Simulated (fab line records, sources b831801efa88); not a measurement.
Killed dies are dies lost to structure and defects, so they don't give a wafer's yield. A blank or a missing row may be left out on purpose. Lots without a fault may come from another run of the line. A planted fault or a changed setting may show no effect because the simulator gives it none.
Problem report in the 8D (eight disciplines) form, filled by code | flow gf180mcu | the parts of the form that need people (team, actions taken, sign-off) are left out

1. THE PROBLEM
MIM_CVD_05_THK at GF_MIM_THK_MEAS_06 reads a mean of 63.2 nm on 1 wafer of 1 lot; wafers without a fault read 42.0 nm with a standard deviation of 0.52. That is +41 standard deviations from the usual mean.
First seen on wafer L438.5, day 31 01:43, on film_metro-04. The record holds 39 wafers of 13 lots with a number at this step. Rule for "out", or "out of limits": more than 4 standard deviations from the usual mean. The other wafers with a number count as sound.

2. WHAT IT IS AND WHAT IT IS NOT
question                    | is                | is not
which readings at this step | MIM_CVD_05_THK    | -
which lots                  | L438              | L417, L418, L420, L421, L423, L424, L426, L428, L429, L431, L433, L440
which wafers of those lots  | L438.5            | L438.3, L438.4
read on which gauges        | film_metro-04     | film_metro-01, film_metro-02
when                        | from day 31 01:43 | up to then (35 sound wafers); but 3 sound wafers of L440 came after

3. SUSPECTS, AND WHAT RULES EACH OUT
Counting: a tool at a process step up to the reading stays a suspect if it ran every lot that is out. Sound lots after the first of them don't rule it out here, since some wafers of a struck lot are sound.
- the gauge at GF_MIM_THK_MEAS_06: kept. All the wafers that are out were read on film_metro-04, and no step on other tools shows them out.
- rie_diel-04 at GF_V4_ETCH_17 (etches SiO2 in C4F8/O2/Ar, stops on TiN, target depth 630 nm): kept. It ran the lot that is out, L438 (day 31 01:39); its last sound lot up to then is L431 (day 29 03:32). GF_V4_ETCH_17 gives no start for some lots, so the hours and the order of its lots are those of GF_MIM_CVD_05.
- pecvd-02 at GF_MIM_CVD_05 (deposits Si3N4, target thk 42 nm, time 29.086 s): kept. It ran the lot that is out, L438 (day 31 01:39); its last sound lot up to then is L431 (day 29 03:32).
- Within rie_diel-04 at GF_V4_ETCH_17: the wafers that are out ran in chamber 3; their sound lot-mates ran in chambers 0, 1.
- Within pecvd-02 at GF_MIM_CVD_05: the wafers that are out ran in chamber 2; their sound lot-mates ran in chambers 0, 1.
Left after counting: rie_diel-04 at GF_V4_ETCH_17, pecvd-02 at GF_MIM_CVD_05, film_metro-04 at GF_MIM_THK_MEAS_06.

4. THE CAUSE (what the simulator had put in)
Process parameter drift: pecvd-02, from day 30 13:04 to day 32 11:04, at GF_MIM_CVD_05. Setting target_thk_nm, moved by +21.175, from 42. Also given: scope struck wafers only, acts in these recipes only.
Counting left 3 suspects, and this tool is among them.

5. THE CHAIN OF EFFECTS, in route order
Each row: a reading whose mean over the struck wafers that have a number lies more than 3 standard deviations from the usual. Only readings for which the record gives a usual standard deviation are gone through. hours: the time from each lot's start at the first step in this table that gives one to its start at this step, as a median over the lots. sigmas: the change in usual standard deviations.
hours | step               | reading        | usual   | on struck wafers | change | sigmas
0     | GF_MIM_THK_MEAS_06 | MIM_CVD_05_THK | 42.0 nm | 63.2             | +21.2  | +41
Later measuring or inspecting steps at which every struck wafer that the step has a row for has a number for every such reading, and none has moved that far: GF_M5_OVL_MEAS_08.

6. WHAT WOULD HAVE CAUGHT IT SOONER
In this record the first reading out of limits at a measuring or inspecting step was taken at day 31 01:43, 13 hours after the fault began at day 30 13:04.
Of the tool readings at GF_MIM_CVD_05 for which the record gives a usual standard deviation, none was out on any struck wafer, so an alarm limit of 4 standard deviations on them would not have fired.
All the lots that are out (1) had begun GF_MIM_CVD_05 on pecvd-02 by day 31 01:43. A hold on the tool at that time would have spared none of them.
